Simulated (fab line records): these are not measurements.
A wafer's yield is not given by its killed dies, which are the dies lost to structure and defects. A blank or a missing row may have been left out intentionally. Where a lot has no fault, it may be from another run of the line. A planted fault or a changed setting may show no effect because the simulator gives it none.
fab line records	flow sky130
record: lots: 6	wafers: 18	last_day: 50
route steps=708 shown METAL4@633 VIA4@639 PAD_OPEN@708
lots with no fault: from the same line, run without faults
start_h: the number of hours between the record's first day and the start of the first shown wafer of the lot	wait_h: how many hours have passed since the lot's step before this one	" as in the row above	L1.1+2: a single row standing in for several wafers	- either no value or no given start	* or withheld: withheld	< > ~ a bound
route shown NAME@n: NAME is a module with steps in the file, n the number in the route of the first one	usual: mean/standard deviation taken from wafers without a fault	same: alike in all rows	chamber/n: place in a boat	sites: each site's reading	_std_site: their standard deviation	_edge_site: mean of outer sites minus mean of inner sites	radius_mm: for every site, how far away it sits from the centre of the wafer	mask NAME#n: copy n	behind: the tool/chamber that last shaped the wafer	hold: cause of the lot's hold/its duration in hours/its outcome	device: names the non-switching transistor (n, p or np)	end of line: tests of these same wafers at the route's end	where a step has no rows: the recipe by itself	killed: the dies lost at the first sort to structure and to defects; this is not the yield of the wafer	map: a wafer's dies, marking killed ones x, the rest . and places with no die _
set.NAME: the setting the step ran with; set.NAME@STEP: the setting that earlier step ran with	model.NAME: the simulator's own value behind a step, which no gauge read
lots at selected steps of the route; one table per step, one row per wafer
services: a tool's chamber out of use, with start hour (start_h, from the record's first day; less than 0 if before it), hours out, and reason
== steps ==
step: SKY_METAL4_ETCH_17
recipe: target: SiO2	stop_on: TiN	chemistry: C4F8/O2/Ar	source_w: 1500	bias_w: 1200	pressure_mtorr: 40	c4f8_flow_sccm: withheld	O2_flow_sccm: 6	Ar_flow_sccm: 300	time_s: 3.9	target_depth_a: 150
usual: oes_product_au: 0.754/0.0073	rf_fwd_power_W: 1467/7.3
lot.wafer	tool	chamber	start_h	wait_h	oes_product_au	rf_fwd_power_W	rf_hours_counter_h
L147.1	rie_diel-02	0	1010.77	0.1	0.755	1462	7
L147.5	"	3	"	"	0.749	1455	-
L147.6	"	0	"	"	0.760	1468	-
L148.1	rie_diel-04	3	1013.56	0.1	0.757	1464	15
L148.2	"	1	"	"	0.753	1486	26
L148.5	"	3	"	"	0.770	1471	-
L156.3	rie_diel-02	0	1062.01	0.0	0.746	1460	8
L156.4	"	0	"	"	0.745	1464	-
L156.5	"	3	"	"	0.755	1462	-
L158.1	rie_diel-04	1	1078.01	0.1	0.746	1472	28
L158.4	"	3	"	"	0.751	1472	17
L158.6	"	2	"	"	0.754	1460	-
L167.1	rie_diel-03	1	1121.22	0.1	0.745	1473	15
L167.3	"	3	"	"	0.734	1461	12
L167.6	"	2	"	"	0.756	1459	-
L168.3	rie_diel-04	3	1132.46	0.0	0.759	1473	19
L168.5	"	2	"	"	0.767	1463	-
L168.6	"	1	"	"	0.746	1478	-
step: SKY_METAL4_METAL_ETCH_18
recipe: target_depth_a: 8450	stop_on: SiO2	over_etch_frac: 0.3	time_s: 183.1	chemistry: Cl2/BCl3	resist_sidewall_deg: 88	pressure_mtorr: 10	icp_w: 900	bias_w: 48.5	Cl2_flow_sccm: 60	bcl3_flow_sccm: 30
usual: bcl3_flow_sccm: 30.00/0.095	drypump_motor_current_A: 5.4/0.43	oes_product_au: 0.863/0.0056	rf_fwd_power_W: 897/3.1	throttle_valve_pct: 22.265/0.0082
lot.wafer	tool	chamber	start_h	wait_h	bcl3_flow_sccm	drypump_motor_current_A	oes_product_au	rf_fwd_power_W	rf_hours_counter_h	throttle_valve_pct
L147.1	rie_metal-03	0	1010.79	0.0	30.09	5.3	0.867	903	8	22.270
L147.5	"	1	"	"	29.91	4.9	0.865	900	-	22.275
L147.6	"	0	"	"	30.06	5.3	0.860	897	-	22.277
L148.1	rie_metal-02	1	1013.58	0.0	29.88	6.1	0.860	900	4	22.254
L148.2	"	0	"	"	29.91	5.0	0.863	895	6	22.263
L148.5	"	0	"	"	29.87	4.9	0.871	897	-	22.269
L156.3	rie_metal-04	1	1062.09	0.1	30.00	5.8	0.858	894	-	22.252
L156.4	"	0	"	"	30.05	5.2	0.854	897	-	22.252
L156.5	"	0	"	"	30.11	5.2	0.867	901	-	22.271
L158.1	rie_metal-03	1	1078.03	0.0	30.02	4.9	0.864	894	11	22.265
L158.4	"	0	"	"	29.91	5.3	0.859	901	-	22.257
L158.6	"	0	"	"	29.96	5.3	0.871	901	-	22.273
L167.1	rie_metal-03	1	1121.24	0.0	30.03	4.9	0.868	895	15	22.276
L167.3	"	0	"	"	29.89	5.3	0.862	896	-	22.261
L167.6	"	0	"	"	30.05	5.3	0.871	898	-	22.267
L168.3	rie_metal-04	1	1132.54	0.1	30.12	5.8	0.862	897	-	22.251
L168.5	"	0	"	"	29.98	5.2	0.870	898	-	22.273
L168.6	"	1	"	"	30.22	5.8	0.864	895	-	22.256
step: SKY_METAL4_STRIP_19
recipe: chemistry: O2/N2	power_w: 1400	pressure_mtorr: 1500	platen_temp_c: withheld	o2_flow_sccm: 3000	n2_flow_sccm: 300	overash_fraction: 0.5
usual: drypump_motor_current_A: 6.1/0.56	o2_flow_sccm: 2999/10	oes_product_au: 0.502/0.0054	strip_time_to_endpoint_s: 6.53/0.071
same: overash_fraction: 0.5
lot.wafer	tool	chamber	start_h	wait_h	drypump_motor_current_A	o2_flow_sccm	oes_product_au	rf_hours_counter_h	strip_time_to_endpoint_s
L147.1	plasma_asher-03	0	1010.97	0.1	5.9	3014	0.503	121	6.52
L147.5	"	1	"	"	6.8	3012	0.502	-	6.48
L147.6	"	0	"	"	5.9	3005	0.505	-	6.61
L148.1	plasma_asher-03	0	1013.76	0.1	5.9	3008	0.517	121	6.68
L148.2	"	1	"	"	6.8	2984	0.499	121	6.57
L148.5	"	1	"	"	6.8	2990	0.493	-	6.47
L156.3	plasma_asher-01	1	1062.24	0.1	5.6	3000	0.507	-	6.55
L156.4	"	0	"	"	5.1	2986	0.498	-	6.54
L156.5	"	0	"	"	5.1	2998	0.512	-	6.53
L158.1	plasma_asher-01	0	1078.21	0.1	5.1	2998	0.501	96	6.53
L158.4	"	1	"	"	5.6	2973	0.492	-	6.42
L158.6	"	0	"	"	5.1	3002	0.502	-	6.43
L167.1	plasma_asher-03	0	1121.42	0.1	5.9	3002	0.502	6	6.52
L167.3	"	1	"	"	6.8	2988	0.493	-	6.44
L167.6	"	0	"	"	5.9	3003	0.501	-	6.45
L168.3	plasma_asher-03	1	1132.69	0.1	6.8	3003	0.503	-	6.57
L168.5	"	0	"	"	5.9	3000	0.500	-	6.51
L168.6	"	1	"	"	6.8	3002	0.501	-	6.58
step: SKY_METAL4_STRIP_20
recipe: chemistry: post_etch_residue_remover	time_s: 1200	temp_c: 72.5
step: SKY_METAL4_CLEAN_21
recipe: chemistry: IPA	time_s: 180	temp_c: 25
step: SKY_METAL4_CLEAN_22
recipe: chemistry: O3/DIW	dry: n2_spin
step: SKY_VIA4_HDPCVD_00
recipe: material: SiO2	target_thk_nm: 1750	sigma_open_frac: 0.3	time_s: 291.7	temp_c: 400	sih4_flow_sccm: 60	pressure_mtorr: 6
step: SKY_VIA4_THK_MEAS_01
recipe: reads: SiO2_of_VIA4_HDPCVD_00
usual: VIA4_HDPCVD_THK: 1758/20
lot.wafer	tool	chamber	start_h	wait_h	VIA4_HDPCVD_THK[nm]
L147.1	film_metro-02	-	1011.74	0.1	1745
L147.5	"	-	"	"	1743
L147.6	"	-	"	"	1779
L148.1	film_metro-04	-	1014.56	0.1	1721
L148.2	"	-	"	"	1763
L148.5	"	-	"	"	1729
L156.3	film_metro-03	-	1063.03	0.1	1740
L156.4	"	-	"	"	1735
L156.5	"	-	"	"	1728
L158.1	film_metro-02	-	1078.98	0.1	1810
L158.4	"	-	"	"	1752
L158.6	"	-	"	"	1772
L167.1	film_metro-04	-	1122.22	0.1	1757
L167.3	"	-	"	"	1773
L167.6	"	-	"	"	1755
L168.3	film_metro-04	-	1133.49	0.1	1737
L168.5	"	-	"	"	1749
L168.6	"	-	"	"	1751
step: SKY_VIA4_CMP_02
recipe: material: SiO2	down_force_psi: 4	platen_rpm: 60	pad_velocity_m_s: 0.94248
usual: head_pressure_psi: 4.000/0.009	motor_current_A: 11.6/0.76
lot.wafer	tool	chamber	start_h	wait_h	head_pressure_psi	motor_current_A
L147.1	cmp-01	0	1011.80	0.1	3.978	11.9
L147.5	"	0	"	"	3.998	11.7
L147.6	"	1	"	"	4.007	11.9
L148.1	cmp-01	2	1014.62	0.1	4.007	10.6
L148.2	"	1	"	"	4.001	12.2
L148.5	"	2	"	"	3.991	10.6
L156.3	cmp-02	3	1063.12	0.1	4.014	11.2
L156.4	"	1	"	"	3.998	11.1
L156.5	"	2	"	"	4.000	10.6
L158.4	cmp-01	0	1079.09	0.1	3.991	12.0
L158.1	"	1	"	"	3.988	12.1
L158.6	"	3	"	"	4.003	12.9
L167.3	cmp-02	1	1122.30	0.0	3.985	11.8
L167.1	"	0	"	"	4.000	10.7
L167.6	"	2	"	"	3.995	10.4
L168.3	cmp-01	1	1133.53	0.0	3.983	11.8
L168.6	"	1	"	"	3.985	11.8
L168.5	"	2	"	"	3.991	11.6
step: SKY_VIA4_BOW_MEAS_03
recipe: mode: bow
usual: VIA4_BOW: 81/7.8
lot.wafer	tool	chamber	start_h	wait_h	VIA4_BOW[um]
L147.1	film_metro-02	-	1012.10	0.2	72
L147.5	"	-	"	"	76
L147.6	"	-	"	"	60
L148.1	film_metro-04	-	1014.92	0.2	94
L148.2	"	-	"	"	79
L148.5	"	-	"	"	78
L156.3	film_metro-02	-	1063.41	0.2	83
L156.4	"	-	"	"	75
L156.5	"	-	"	"	84
L158.1	film_metro-03	-	1079.34	0.1	97
L158.4	"	-	"	"	91
L158.6	"	-	"	"	95
L167.1	film_metro-03	-	1122.60	0.1	77
L167.3	"	-	"	"	84
L167.6	"	-	"	"	77
L168.3	film_metro-04	-	1133.87	0.3	80
L168.5	"	-	"	"	84
L168.6	"	-	"	"	90
step: SKY_VIA4_DEHYDRATE_04
recipe: temp_c: 200	time_s: 60
step: SKY_VIA4_HMDS_05
recipe: prime_time_s: 60	prime_temp_c: 120
step: SKY_VIA4_COAT_06
recipe: resist: NOVOLAK	spin_rpm: 3000	resist_thk_nm: 1140
usual: spin_speed_rpm: 3000.4/2.9
lot.wafer	tool	chamber	start_h	wait_h	spin_speed_rpm	model.NOVOLAK_of_VIA4_COAT_06.thk_nm
L147.1	litho_track-04	0	1021.99	0.1	3002.5	1138
L147.5	"	0	"	"	2998.5	1138
L147.6	"	0	"	"	2994.8	1140
L148.1	litho_track-01	0	1024.31	0.1	3004.0	1137
L148.2	"	0	"	"	3000.7	1133
L148.5	"	0	"	"	3002.8	1138
L156.3	litho_track-04	0	1073.79	0.1	3005.5	1141
L156.4	"	0	"	"	3003.1	969.6
L156.5	"	0	"	"	3006.0	1142
L158.1	litho_track-04	0	1089.24	0.1	3001.6	971.2
L158.4	"	0	"	"	2996.7	968.9
L158.6	"	0	"	"	3000.0	968.6
L167.1	litho_track-01	0	1132.06	0.1	2996.8	1141
L167.3	"	0	"	"	3003.4	1141
L167.6	"	0	"	"	3000.0	1140
L168.3	litho_track-01	0	1144.21	0.1	3000.5	1141
L168.5	"	0	"	"	3002.5	1138
L168.6	"	0	"	"	3001.2	1140
step: SKY_VIA4_SOFTBAKE_07
recipe: temp_c: 90	time_s: 60	resist: NOVOLAK
step: SKY_VIA4_EXPOSE_08
recipe: mask_id: VIM4	na: 0.6	source_shape: conventional	sigma_outer: 0.6	polarization: unpolarized	target_cd_nm: 800	dose_mj: 132
step: SKY_VIA4_PEB_09
recipe: temp_c: withheld	time_s: *	resist: NOVOLAK
step: SKY_VIA4_DEVELOP_10
recipe: resist: NOVOLAK	developer: TMAH	develop_time_s: 60	dev_temp_c: 23
step: SKY_VIA4_OVL_MEAS_11
usual: VIA4_OVL: -0.8/1.4
lot.wafer	tool	chamber	start_h	wait_h	VIA4_OVL[nm]
L147.1	overlay-02	-	1031.06	0.1	-2.2
L147.5	"	-	"	"	-1.4
L147.6	"	-	"	"	-3.5
L148.1	overlay-01	-	1033.46	0.1	-1.0
L148.2	"	-	"	"	-1.5
L148.5	"	-	"	"	-0.5
L156.3	overlay-01	-	1085.85	0.1	-0.2
L156.4	"	-	"	"	-0.2
L156.5	"	-	"	"	1.3
L158.1	overlay-02	-	1100.36	0.1	-1.5
L158.4	"	-	"	"	-1.6
L158.6	"	-	"	"	-1.9
L167.1	overlay-02	-	1143.06	0.1	-1.8
L167.3	"	-	"	"	-0.5
L167.6	"	-	"	"	-2.4
L168.3	overlay-01	-	1152.82	0.1	-0.1
L168.5	"	-	"	"	1.3
L168.6	"	-	"	"	0.3
step: SKY_VIA4_ETCH_12
recipe: target: SiO2	chemistry: C4F8/O2/Ar	stop_on: TiN	mask_material: NOVOLAK	source_w: 1500	bias_w: 1200	pressure_mtorr: 40	c4f8_flow_sccm: withheld	O2_flow_sccm: 6	Ar_flow_sccm: 300	time_s: withheld	target_depth_a: 5800
usual: oes_product_au: 0.926/0.0045	rf_fwd_power_W: 1492/6
lot.wafer	tool	chamber	start_h	wait_h	oes_product_au	rf_fwd_power_W	model.NOVOLAK_of_VIA4_COAT_06.thk_nm	model.VIA4.cd_nm
L147.1	rie_diel-03	1	1031.09	0.0	0.920	1490	1008	801
L147.5	"	3	"	"	0.921	1490	1008	799.5
L147.6	"	0	"	"	0.922	1491	1014	798.4
L148.1	rie_diel-01	2	1033.49	0.0	0.931	1503	1003	796.5
L148.2	"	1	"	"	0.925	1473	999.9	797.8
L148.5	"	1	"	"	0.926	1483	1004	800.1
L156.3	rie_diel-04	2	1085.87	0.0	0.924	1484	1008	797.3
L156.4	"	3	"	"	0.923	1488	833	816.3
L156.5	"	0	"	"	0.924	1501	1011	797.6
L158.1	rie_diel-04	2	1100.39	0.0	0.924	1493	839.6	817.6
L158.4	"	1	"	"	0.926	1495	836	818.6
L158.6	"	0	"	"	0.919	1494	838.6	817.3
L167.1	rie_diel-03	3	1143.10	0.0	0.924	1486	1010	800.7
L167.3	"	1	"	"	0.925	1492	1008	803.3
L167.6	"	3	"	"	0.931	1488	1009	798
L168.3	rie_diel-03	3	1152.85	0.0	0.932	1494	1008	799
L168.5	"	1	"	"	0.923	1492	1006	798.3
L168.6	"	0	"	"	0.932	1492	1011	797.3
step: SKY_VIA4_STRIP_13
recipe: chemistry: O2/N2	power_w: 1400	pressure_mtorr: 1500	platen_temp_c: withheld	o2_flow_sccm: 3000	n2_flow_sccm: 300	overash_fraction: 0.5
usual: drypump_motor_current_A: 6.2/0.4	o2_flow_sccm: 3002/9.7	oes_product_au: 0.710/0.0047	strip_time_to_endpoint_s: 12.80/0.031
same: overash_fraction: 0.5
lot.wafer	tool	chamber	start_h	wait_h	drypump_motor_current_A	o2_flow_sccm	oes_product_au	rf_hours_counter_h	strip_time_to_endpoint_s
L147.1	plasma_asher-04	0	1031.17	-	6.5	2994	0.706	25	12.84
L147.5	"	0	"	"	6.5	2993	0.708	-	12.84
L147.6	"	1	"	"	6.3	3002	0.708	-	12.84
L148.1	plasma_asher-02	1	1033.57	-	5.9	3004	0.716	58	12.78
L148.2	"	0	"	"	5.5	3008	0.717	58	12.73
L148.5	"	0	"	"	5.5	3002	0.711	-	12.80
L156.3	plasma_asher-03	1	1085.98	-	6.8	2999	0.706	-	12.76
L156.4	"	0	"	"	5.9	3000	0.672	-	10.79
L156.5	"	1	"	"	6.8	3006	0.707	-	12.80
L158.1	plasma_asher-03	0	1100.47	-	5.9	3007	0.679	3	10.87
L158.4	"	1	"	"	6.8	3002	0.675	-	10.82
L158.6	"	1	"	"	6.8	2988	0.678	-	10.86
L167.1	plasma_asher-04	0	1143.17	-	6.5	3015	0.713	36	12.79
L167.3	"	0	"	"	6.5	3016	0.711	-	12.82
L167.6	"	1	"	"	6.3	3000	0.713	-	12.78
L168.3	plasma_asher-03	1	1152.95	-	6.8	2996	0.712	-	12.80
L168.5	"	1	"	"	6.8	2998	0.704	-	12.81
L168.6	"	0	"	"	5.9	3002	0.716	-	12.81
step: SKY_VIA4_STRIP_14
recipe: chemistry: post_etch_residue_remover	time_s: 1200	temp_c: 72.5
step: SKY_PAD_OPEN_PROBE_99
usual: defect_limited_yield: 82.1/2	killed_at_M0_to_M3: 43/6.4	killed_at_M4_up: 3.2/1.8	killed_at_contacts: 25/5.5	killed_at_front_end: 16/5.2	killed_at_other: 0.3/0.49	killed_dies: 88/10	killed_open: 48/7	killed_short: 40/7.1	sort_bin_3_pad_short: 0.9/0.42	sort_bin_5_function: 10.5/1.6	sort_bin_6_memory: 6.5/1.2	sort_n_pass: 404/10	sort_yield_pct: 82.1/2
same: gross_dies: 492	killed_at_back_side: 0	sort_bin_4_leakage[%]: 0	sort_bin_8_speed[%]: 0
lot.wafer	tool	chamber	start_h	wait_h	defect_limited_yield[%]	killed_at_M0_to_M3	killed_at_M4_up	killed_at_contacts	killed_at_front_end	killed_at_other	killed_dies	killed_open	killed_short	sort_bin_3_pad_short[%]	sort_bin_5_function[%]	sort_bin_6_memory[%]	sort_n_pass	sort_yield_pct[%]
L148.1	prober-02	-	1104.20	0.1	79.7	49	4	29	17	1	100	52	48	0.4	12.0	7.9	392	79.7
L148.2	prober-02	-	1104.25	0.1	82.9	40	4	26	14	0	84	37	47	1.8	6.9	8.3	408	82.9
L148.5	prober-02	-	1104.40	0.2	81.5	49	1	24	17	0	91	44	47	1.6	10.4	6.5	401	81.5
L167.1	prober-02	-	1199.16	0.1	84.8	34	3	15	23	0	75	34	41	1.0	9.8	4.5	417	84.8
L167.3	prober-02	-	1199.26	0.2	82.9	45	5	19	15	0	84	51	33	1.2	9.8	6.1	408	82.9
L167.6	prober-02	-	1199.41	0.2	84.6	32	2	26	16	0	76	42	34	0.8	9.6	5.1	416	84.6
killed by level:class
L148.1 CONTACT:geometric_particle:open=11 METAL1:geometric_particle:short=10 VIA1:geometric_particle:open=9 CONTACT:geometric_particle:short=7 VIA3:geometric_particle:open=7 FIELD_ISO:geometric_particle:short=6 VIA1:geometric_particle:short=6 METAL2:geometric_particle:short=6
L148.2 LOCAL_INTERCONNECT:geometric_particle:short=9 VIA1:geometric_particle:open=8 CONTACT:geometric_particle:open=8 METAL1:geometric_particle:short=6 METAL2:geometric_particle:short=6 VIA3:geometric_particle:open=6 POLY_GATE:geometric_particle:short=5 VIA1:geometric_particle:short=4
L148.5 VIA1:geometric_particle:open=14 LOCAL_INTERCONNECT:geometric_particle:short=8 METAL2:geometric_particle:short=7 LI_CONTACT:geometric_particle:open=6 VIA1:geometric_particle:short=6 VIA3:geometric_particle:open=5 CONTACT:geometric_particle:open=5 METAL1:geometric_particle:short=5
L167.1 FIELD_ISO:geometric_particle:short=8 VIA1:geometric_particle:short=5 CONTACT:geometric_particle:open=5 METAL1:geometric_particle:short=5 METAL2:geometric_particle:short=5 POLY_GATE:geometric_particle:open=4 POLY_GATE:geometric_particle:short=4 VIA3:geometric_particle:open=4
L167.3 VIA1:geometric_particle:open=15 LI_CONTACT:geometric_particle:open=7 VIA3:geometric_particle:open=5 FIELD_ISO:geometric_particle:open=4 POLY_GATE:geometric_particle:short=4 CONTACT:geometric_particle:open=4 METAL4:geometric_particle:short=4 METAL1:geometric_particle:short=4
L167.6 CONTACT:geometric_particle:open=9 LI_CONTACT:geometric_particle:open=7 VIA2:geometric_particle:open=7 LI_CONTACT:geometric_particle:short=6 VIA1:geometric_particle:open=6 FIELD_ISO:geometric_particle:short=5 METAL2:geometric_particle:short=4 FIELD_ISO:geometric_particle:open=3
== services ==
tool	chamber	start_h	hours	kind
rie_metal-02	-	989.58	2.2	repair
cmp-01	-	992.88	0.6	repair
plasma_asher-04	-	994.23	6.3	repair
rie_diel-03	3	1002.08	14.8	repair
rie_diel-04	2	1005.42	19.4	repair
rie_diel-02	-	1012.88	0.4	repair
rie_diel-02	-	1022.43	0.6	repair
plasma_asher-02	-	1049.89	0.4	repair
plasma_asher-03	-	1055.25	9.0	pm
plasma_asher-03	0	1055.25	9.4	vent_cycle
plasma_asher-03	1	1055.25	9.4	vent_cycle
cmp-01	-	1056.13	1.8	repair
plasma_asher-03	-	1060.51	4.1	repair
rie_metal-03	-	1061.44	1.4	pm
plasma_asher-02	-	1065.85	1.3	repair
plasma_asher-02	-	1067.16	6.9	repair
rie_diel-01	3	1081.72	10.1	repair
cmp-02	-	1084.61	4.0	pm
rie_diel-03	0	1102.90	1.5	repair
rie_metal-02	-	1106.79	1.4	pm
cmp-01	-	1123.82	0.5	repair
cmp-02	-	1127.96	1.1	repair
rie_diel-02	-	1139.91	1.6	repair
rie_diel-03	2	1151.04	10.2	repair
== key ==
first_sign: step: SKY_VIA4_STRIP_13	reading: strip_time_to_endpoint_s	direction: down	sigmas: 64	usual: *	struck: *
effect: step: SKY_VIA4_STRIP_13	reading: oes_product_au	direction: down	sigmas: 7.2	usual: 0.710	struck: 0.676
model_effect: step: SKY_VIA4_COAT_06	value: NOVOLAK_of_VIA4_COAT_06.thk_nm	without: 1143	struck: 969.6
model_effect: step: SKY_VIA4_ETCH_12	value: NOVOLAK_of_VIA4_COAT_06.thk_nm	without: 1010	struck: 836.8
met_at SKY_VIA4_COAT_06
struck_wafers L156.4,L158.1,L158.4,L158.6
onset_between 1021.99 1073.79
fault: kind: process_parameter_drift	tool: litho_track-04	chamber: -	onset_h: 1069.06	steps: SKY_VIA4_COAT_06	channel: resist_thk_nm	offset: -172.66	shape: step	end_h: 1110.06	scope: struck_wafers_only	acts_in: these_recipes_only	stated: 1140
